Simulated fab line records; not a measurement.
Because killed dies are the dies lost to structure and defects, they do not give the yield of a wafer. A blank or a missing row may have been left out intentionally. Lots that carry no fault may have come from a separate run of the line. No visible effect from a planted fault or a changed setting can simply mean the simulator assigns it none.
Chamber matching || flow sky130 || cmp-01 running SKY_LI_CONTACT_CMP_02: 4 sister chambers
The step polishes PSG. 4 wafers are shown with their chamber, then 11 later ones without.

WAFERS WITH THEIR CHAMBER
{"wafer": "L084.4", "chamber": 1, "time-to-endpoint-s (s)": 30.3}
{"wafer": "L086.5", "chamber": 0, "time-to-endpoint-s (s)": 35.9}
{"wafer": "L086.6", "chamber": 3, "time-to-endpoint-s (s)": 36.5}
{"wafer": "L093.2", "chamber": 2, "time-to-endpoint-s (s)": 29.2}

WAFERS MISSING THEIR CHAMBER
{"wafer": "L093.3", "time-to-endpoint-s (s)": 29.5}
{"wafer": "L093.5", "time-to-endpoint-s (s)": 31.4}
{"wafer": "L094.1", "time-to-endpoint-s (s)": 29.6}
{"wafer": "L094.2", "time-to-endpoint-s (s)": 28.5}
{"wafer": "L094.6", "time-to-endpoint-s (s)": 30.1}
{"wafer": "L095.1", "time-to-endpoint-s (s)": 31.0}
{"wafer": "L095.2", "time-to-endpoint-s (s)": 30.1}
{"wafer": "L095.3", "time-to-endpoint-s (s)": 28.6}
{"wafer": "L096.3", "time-to-endpoint-s (s)": 35.1}
{"wafer": "L096.4", "time-to-endpoint-s (s)": 27.8}
{"wafer": "L096.5", "time-to-endpoint-s (s)": 29.9}

THE CHAMBER EACH PASSED THROUGH
{"wafer": "L093.3", "from the rows above": "can't be placed: 2 or 1", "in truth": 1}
{"wafer": "L093.5", "from the rows above": "can't be placed: 1 or 2", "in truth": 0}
{"wafer": "L094.1", "from the rows above": "can't be placed: 2 or 1", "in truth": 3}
{"wafer": "L094.2", "from the rows above": "can't be placed: 2 or 1", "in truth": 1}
{"wafer": "L094.6", "from the rows above": "can't be placed: 1 or 2", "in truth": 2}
{"wafer": "L095.1", "from the rows above": "can't be placed: 1 or 2", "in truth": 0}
{"wafer": "L095.2", "from the rows above": "can't be placed: 1 or 2", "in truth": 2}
{"wafer": "L095.3", "from the rows above": "can't be placed: 2 or 1", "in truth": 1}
{"wafer": "L096.3", "from the rows above": "can't be placed: 0 or 3", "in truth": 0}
{"wafer": "L096.4", "from the rows above": "can't be placed: 2 or 1", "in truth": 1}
{"wafer": "L096.5", "from the rows above": "can't be placed: 1 or 2", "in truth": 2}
0 of 11 placed correctly. Unplaceable from these rows: 11, with the true chamber sitting among the candidates in 8. 0 placed wrongly.
How it was worked out, from the rows above alone: a wafer's distance from a chamber is the root of the sum, over the readings, of the square of ((its reading less the chamber's mean) divided by the reading's scatter). The wafer belongs to the nearest chamber; if the next one is less than 2 further off, it can't be placed. For every chamber, the mean is computed from those of its wafers that are shown. The scatter: with one shown wafer a chamber, the root of the mean of the squares of how far each hidden wafer lies from its nearest shown one.
